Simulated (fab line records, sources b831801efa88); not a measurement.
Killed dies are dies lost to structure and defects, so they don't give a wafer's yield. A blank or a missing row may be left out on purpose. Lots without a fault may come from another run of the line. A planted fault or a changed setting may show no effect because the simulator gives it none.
fab line records | flow gf180mcu
record lots=10 wafers=30 last_day=34
route steps=602 shown V5@545 TOP_METAL@569
lots that met no fault: from a run of the same line without faults
start_h: hours from the record's first day to the start of the lot's first wafer shown | wait_h: hours since the lot's step before | " the same as in the row above | L1.1+2: a row that stands for several wafers | - no value, or no start given | * or withheld: withheld | < > ~ a bound
route shown NAME@n: a module of which the file shows steps, and the number in the route of the first | usual: mean/standard deviation of fault-free wafers | same: alike in all rows | chamber/n: place in a boat | sites: the reading at each site | _std_site: their standard deviation | _edge_site: outer sites' mean less inner sites' | radius_mm: how far each site lies from the wafer's centre | mask NAME#n: copy n | behind: the tool/chamber that last shaped the wafer | hold: why the lot was held/for how many hours/how that ended | device: the transistor (n, p or np) that didn't switch | end of line: the same wafers' tests at the end of the route | a step without rows: its recipe alone | killed: dies lost to structure and defects at the first sort, not the wafer's yield | map: a wafer's dies, x killed, . not, _ none there
set.NAME: the setting as run; set.NAME@STEP: as run at that earlier step | model.NAME: the simulator's own value behind a step, which no gauge read
steps of the route over a sample of lots; a table a step, a row a wafer
services: from which hour (start_h, from the record's first day; less than 0 if before it) a tool's chamber was out of use, for how many hours, and why
## steps
# step GF_V5_BOW_MEAS_05
# recipe mode=bow
# usual V5_BOW=132/9.9
# columns lot.wafer tool chamber start_h wait_h V5_BOW[um]
L922.2 film_metro-02 - 624.96 0.2 127
L922.4 " - " " 130
L922.5 " - " " 124
L926.1 film_metro-04 - 656.21 0.2 149
L926.4 " - " " 137
L926.5 " - " " 133
L930.1 film_metro-04 - 684.32 0.1 119
L930.4 " - " " 114
L930.5 " - " " 136
L931.1 film_metro-04 - 698.03 0.2 122
L931.2 " - " " 129
L931.5 " - " " 122
L936.2 film_metro-01 - 724.24 0.3 126
L936.3 " - " " 129
L936.6 " - " " 120
L937.3 film_metro-02 - 728.99 0.3 131
L937.4 " - " " 155
L937.6 " - " " 149
L938.2 film_metro-02 - 738.26 0.2 127
L938.3 " - " " 139
L938.6 " - " " 130
L940.3 film_metro-01 - 752.96 0.3 118
L940.4 " - " " 126
L940.6 " - " " 110
L942.2 film_metro-02 - 755.77 0.1 133
L942.3 " - " " 132
L942.5 " - " " 137
L943.2 film_metro-01 - 765.75 0.2 115
L943.4 " - " " 129
L943.6 " - " " 126
# step GF_V5_CMP_26
# recipe stop_on=SiO2 down_force_psi=3.5 platen_rpm=60 t_overpolish_s=15 target_thk_nm=0 pad_velocity_m_s=0.94248
# usual motor_current_A=11.0/1.2 overpolish_run_s=15.001/0.0085 retaining_ring_pressure_frac=0.999/0.0051 slurry_flow_ml_min=150.1/0.45 time_to_endpoint_s=83/3.9
# columns lot.wafer tool chamber start_h wait_h motor_current_A overpolish_run_s retaining_ring_pressure_frac slurry_flow_ml_min time_to_endpoint_s
L922.2 cmp-01 1 646.76 0.1 10.7 14.997 0.986 150.3 85
L922.4 " 2 " " 10.4 14.999 1.002 150.4 86
L922.5 " 0 " " 10.2 15.021 0.994 150.5 83
L926.1 cmp-02 1 676.14 0.1 12.1 14.991 0.995 150.0 82
L926.4 " 2 " " 10.2 15.010 0.993 149.9 82
L926.5 " 3 " " 14.4 15.004 1.005 150.1 80
L930.1 cmp-01 2 703.73 0.1 10.2 15.010 1.007 148.7 85
L930.4 " 3 " " 11.6 15.004 0.993 150.4 91
L930.5 " 2 " " 10.4 14.991 1.005 149.6 85
L931.2 cmp-01 1 717.91 0.1 10.5 14.998 0.995 149.9 85
L931.1 " 3 " " 11.8 14.986 0.997 149.3 88
L931.5 " 0 " " 9.9 14.989 1.007 150.0 83
L936.2 cmp-01 2 743.16 0.0 10.8 14.999 0.996 149.8 84
L936.3 " 3 " " 11.7 15.004 1.003 150.5 91
L936.6 " 3 " " 12.0 15.005 1.003 150.1 87
L937.3 cmp-01 1 747.03 0.1 10.9 15.004 1.000 150.6 82
L937.4 " 3 " " 11.7 14.997 0.999 149.6 87
L937.6 " 1 " " 10.7 15.008 0.999 150.4 85
L938.2 cmp-01 2 755.98 0.1 10.8 15.004 1.004 150.7 78
L938.3 " 3 " " 12.0 15.005 0.998 149.3 88
L938.6 " 2 " " 10.8 15.003 1.005 150.0 80
L940.4 cmp-01 2 770.05 0.1 10.2 14.999 1.000 150.5 84
L940.3 " 0 " " 10.1 15.006 1.001 150.4 82
L940.6 " 1 " " 11.1 14.999 1.005 149.6 85
L942.2 cmp-02 1 773.02 0.1 12.3 15.005 1.004 149.8 80
L942.3 " 2 " " 9.8 15.002 1.000 150.3 80
L942.5 " 3 " " 14.4 14.992 0.992 150.0 80
L943.4 cmp-02 3 782.84 0.1 14.0 14.998 1.001 150.5 84
L943.2 " 1 " " 12.2 14.998 1.002 150.7 85
L943.6 " 3 " " 14.2 15.003 1.004 150.4 85
# step GF_TOP_METAL_SPUTTER_02
# recipe material=AlCu target_thk_nm=900 power_w=10600 chamber_pressure_pa=0.3 substrate_temp_c=250 gas=Ar time_s=47.82
# usual throttle_valve_pct=29.3/1.3
# columns lot.wafer tool chamber start_h wait_h throttle_valve_pct
L922.2 pvd_sputter-02 - 647.14 0.0 28.3
L922.4 " - " " 29.4
L922.5 " - " " 28.6
L926.1 pvd_sputter-02 - 676.47 0.0 28.3
L926.4 " - " " 28.0
L926.5 " - " " 29.6
L930.1 pvd_sputter-02 - 704.16 0.0 29.7
L930.4 " - " " 28.4
L930.5 " - " " 30.0
L931.1 pvd_sputter-02 - 718.29 0.0 29.5
L931.2 " - " " 28.4
L931.5 " - " " 29.9
L936.2 pvd_sputter-04 - 743.59 0.0 28.6
L936.3 " - " " 32.1
L936.6 " - " " 29.7
L937.3 pvd_sputter-04 - 747.41 0.0 32.0
L937.4 " - " " 29.8
L937.6 " - " " 29.8
L938.2 pvd_sputter-04 - 756.36 0.0 28.6
L938.3 " - " " 29.8
L938.6 " - " " 32.6
L940.3 pvd_sputter-01 - 770.43 0.0 28.8
L940.4 " - " " 28.7
L940.6 " - " " 30.1
L942.2 pvd_sputter-04 - 773.35 0.0 32.3
L942.3 " - " " 29.6
L942.5 " - " " 28.3
L943.2 pvd_sputter-04 - 783.22 0.0 28.6
L943.4 " - " " 29.7
L943.6 " - " " 29.7
# step GF_TOP_METAL_RS_MEAS_05
# recipe thk_meas_gauge=four-point-probe reads=TiN_of_TOP_METAL_SPUTTER_04+Ti_of_TOP_METAL_SPUTTER_03+AlCu_of_TOP_METAL_SPUTTER_02+TiN_of_TOP_METAL_SPUTTER_01+Ti_of_TOP_METAL_SPUTTER_00
# usual TOP_METAL_ALCU_RS=0.0328/0.0004
# columns lot.wafer tool chamber start_h wait_h TOP_METAL_ALCU_RS[ohm/sq]
L922.2 film_metro-02 - 647.25 0.0 0.0336
L922.4 " - " " 0.0332
L922.5 " - " " 0.0336
L926.1 film_metro-02 - 676.56 0.0 0.0330
L926.4 " - " " 0.0327
L926.5 " - " " 0.0324
L930.1 film_metro-02 - 704.25 0.0 0.0550
L930.4 " - " " 0.0333
L930.5 " - " " 0.0549
L931.1 film_metro-02 - 718.38 0.0 0.0331
L931.2 " - " " 0.0327
L931.5 " - " " 0.0549
L936.2 film_metro-01 - 743.70 0.0 0.0330
L936.3 " - " " 0.0332
L936.6 " - " " 0.0331
L937.3 film_metro-03 - 747.54 0.1 0.0330
L937.4 " - " " 0.0327
L937.6 " - " " 0.0325
L938.2 film_metro-02 - 756.47 0.0 0.0326
L938.3 " - " " 0.0326
L938.6 " - " " 0.0328
L940.3 film_metro-02 - 770.56 0.1 0.0330
L940.4 " - " " 0.0329
L940.6 " - " " 0.0325
L942.2 film_metro-03 - 773.46 0.0 0.0322
L942.3 " - " " 0.0320
L942.5 " - " " 0.0323
L943.2 film_metro-01 - 783.33 0.0 0.0331
L943.4 " - " " 0.0331
L943.6 " - " " 0.0324
# step GF_TOP_METAL_THK_MEAS_06
# recipe thk_meas_gauge=xrf reads=AlCu_of_TOP_METAL_SPUTTER_02
# usual TOP_METAL_ALCU_THK=884/11
# columns lot.wafer tool chamber start_h wait_h TOP_METAL_ALCU_THK[nm]
L922.2 film_metro-02 - 647.36 0.1 861
L922.4 " - " " 870
L922.5 " - " " 862
L926.1 film_metro-02 - 676.68 0.1 877
L926.4 " - " " 884
L926.5 " - " " 892
L930.1 film_metro-02 - 704.37 0.1 528
L930.4 " - " " 871
L930.5 " - " " 532
L931.1 film_metro-02 - 718.50 0.1 872
L931.2 " - " " 883
L931.5 " - " " 531
L936.2 film_metro-01 - 743.81 0.1 876
L936.3 " - " " 868
L936.6 " - " " 874
L937.3 film_metro-03 - 747.64 0.1 881
L937.4 " - " " 889
L937.6 " - " " 893
L938.2 film_metro-02 - 756.58 0.1 881
L938.3 " - " " 884
L938.6 " - " " 878
L940.3 film_metro-02 - 770.66 0.1 880
L940.4 " - " " 884
L940.6 " - " " 891
L942.2 film_metro-03 - 773.57 0.1 907
L942.3 " - " " 906
L942.5 " - " " 906
L943.2 film_metro-01 - 783.44 0.1 880
L943.4 " - " " 878
L943.6 " - " " 895
# step GF_TOP_METAL_CD_MEAS_14
# recipe target_cd_nm=440
# usual cd_nm=439.9/2.4
# columns lot.wafer tool chamber start_h wait_h cd_nm
L922.2 cd_sem-02 - 665.39 0.1 438.5
L922.4 " - " " 436.1
L922.5 " - " " 438.1
L926.1 cd_sem-01 - 694.83 0.1 439.7
L926.4 " - " " 440.1
L926.5 " - " " 440.0
L930.1 cd_sem-01 - 722.32 0.1 438.5
L930.4 " - " " 439.1
L930.5 " - " " 441.4
L931.1 cd_sem-02 - 736.02 0.1 439.3
L931.2 " - " " 439.3
L931.5 " - " " 436.4
L936.2 cd_sem-01 - 760.20 0.1 436.0
L936.3 " - " " 435.6
L936.6 " - " " 435.7
L937.3 cd_sem-02 - 764.02 0.1 441.0
L937.4 " - " " 442.6
L937.6 " - " " 440.9
L938.2 cd_sem-02 - 772.15 0.1 443.4
L938.3 " - " " 443.6
L938.6 " - " " 442.0
L940.3 cd_sem-02 - 786.37 0.1 439.9
L940.4 " - " " 437.6
L940.6 " - " " 438.0
L942.2 cd_sem-02 - 788.89 0.1 438.9
L942.3 " - " " 435.8
L942.5 " - " " 438.9
L943.2 cd_sem-02 - 798.05 0.1 440.7
L943.4 " - " " 439.8
L943.6 " - " " 441.5
# step GF_TOP_METAL_METAL_ETCH_16
# recipe chemistry=Cl2/BCl3 mask_material=NOVOLAK target_depth_nm=1077.5 stop_on=SiO2 pressure_mtorr=8 icp_w=800 bias_w=140 Cl2_flow_sccm=80 bcl3_flow_sccm=40 time_s=179.6
# usual drypump_motor_current_A=5.75/0.24 he_backside_leak_sccm=3.3/0.35 oes_product_au=0.964/0.0072 throttle_valve_pct=28.258/0.01
# columns lot.wafer tool chamber start_h wait_h drypump_motor_current_A he_backside_leak_sccm oes_product_au rf_hours_counter_h throttle_valve_pct
L922.2 rie_metal-03 0 665.53 0.0 5.84 3.6 0.952 4 28.276
L922.4 " 0 " " 5.84 3.6 0.950 - 28.268
L922.5 " 0 " " 5.82 3.7 0.950 - 28.264
L926.1 rie_metal-04 0 694.98 0.0 5.88 3.1 0.955 12 28.265
L926.4 " 0 " " 5.88 3.1 0.961 - 28.247
L926.5 " 0 " " 5.87 3.0 0.967 - 28.261
L930.1 rie_metal-03 0 722.48 0.0 5.83 3.6 0.766 6 28.477
L930.4 " 0 " " 5.84 3.7 0.953 - 28.270
L930.5 " 0 " " 5.84 3.7 0.752 - 28.492
L931.1 rie_metal-01 1 736.18 0.0 5.51 3.2 0.963 14 28.255
L931.2 " 0 " " 6.04 3.2 0.959 4 28.244
L931.5 " 1 " " 5.49 3.3 0.756 - 28.476
L936.2 rie_metal-01 1 760.34 0.0 5.50 3.2 0.960 16 28.256
L936.3 " 1 " " 5.51 3.3 0.955 - 28.268
L936.6 " 1 " " 5.51 3.2 0.960 - 28.274
L937.3 rie_metal-04 1 764.20 0.1 5.54 3.7 0.955 - 28.266
L937.4 " 0 " " 5.90 3.1 0.971 - 28.258
L937.6 " 1 " " 5.52 3.6 0.968 - 28.252
L938.2 rie_metal-04 0 772.29 0.0 5.90 3.1 0.971 1 28.252
L938.3 " 1 " " 5.50 3.7 0.967 - 28.263
L938.6 " 1 " " 5.53 3.6 0.964 - 28.263
L940.3 rie_metal-04 0 786.54 0.1 5.92 3.0 0.963 - 28.265
L940.4 " 1 " " 5.54 3.3 0.960 - 28.268
L940.6 " 0 " " 5.90 3.2 0.962 - 28.249
L942.2 rie_metal-04 0 789.03 0.0 5.91 3.2 0.978 2 28.260
L942.3 " 0 " " 5.91 3.1 0.974 - 28.240
L942.5 " 0 " " 5.89 3.2 0.973 - 28.246
L943.2 rie_metal-04 1 798.19 0.0 5.53 3.7 0.957 5 28.245
L943.4 " 0 " " 5.87 3.1 0.958 - 28.259
L943.6 " 0 " " 5.91 3.1 0.969 - 28.253
## services
# columns tool chamber start_h hours kind
cmp-02 - 629.14 3.6 pm
pvd_sputter-04 - 645.37 5.0 repair
cmp-01 - 651.35 3.4 pm
cmp-02 - 654.78 7.9 pm
cmp-01 - 673.11 0.6 repair
cmp-02 - 674.58 0.3 repair
pvd_sputter-04 2 677.97 - consumable_replace:kit
rie_metal-04 - 680.38 2.8 pm
rie_metal-04 1 705.27 15.5 repair
rie_metal-04 1 720.82 - clean
rie_metal-04 1 720.82 11.7 scheduled_down
rie_metal-04 1 720.82 11.7 vent_cycle
pvd_sputter-01 - 723.15 1.0 repair
pvd_sputter-01 - 723.18 2.8 repair
rie_metal-03 - 723.46 83.9 repair
rie_metal-01 0 730.50 4.3 repair
rie_metal-04 0 739.01 - clean
rie_metal-04 0 739.01 14.9 scheduled_down
rie_metal-04 0 739.01 14.9 vent_cycle
pvd_sputter-02 - 741.88 12.1 repair
cmp-02 - 744.39 4.0 pm
pvd_sputter-04 - 770.84 0.6 repair
rie_metal-04 - 778.91 0.9 repair
cmp-01 - 780.80 5.3 repair
## key
first_sign step=GF_TOP_METAL_RS_MEAS_05 reading=TOP_METAL_ALCU_RS direction=up sigmas=55 usual=0.0328 struck=0.0550
effect step=GF_TOP_METAL_THK_MEAS_06 reading=TOP_METAL_ALCU_THK direction=down sigmas=31 usual=884 struck=530
effect step=GF_TOP_METAL_METAL_ETCH_16 reading=oes_product_au direction=down sigmas=29 usual=0.964 struck=0.758
met_at GF_TOP_METAL_SPUTTER_02
struck_lots L930,L931
struck_wafers L930.1,L930.5,L931.5
not_acting_at GF_V5_BOW_MEAS_05,GF_V5_CMP_26,GF_TOP_METAL_CD_MEAS_14
onset_between 676.47 704.16
fault kind=process_parameter_drift tool=pvd_sputter-02 chamber=- onset_h=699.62 steps=GF_TOP_METAL_SPUTTER_02 channel=target_thk_nm offset=-366.57 shape=step end_h=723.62 acts_in=these_recipes_only stated=900 scope=struck_wafers_only
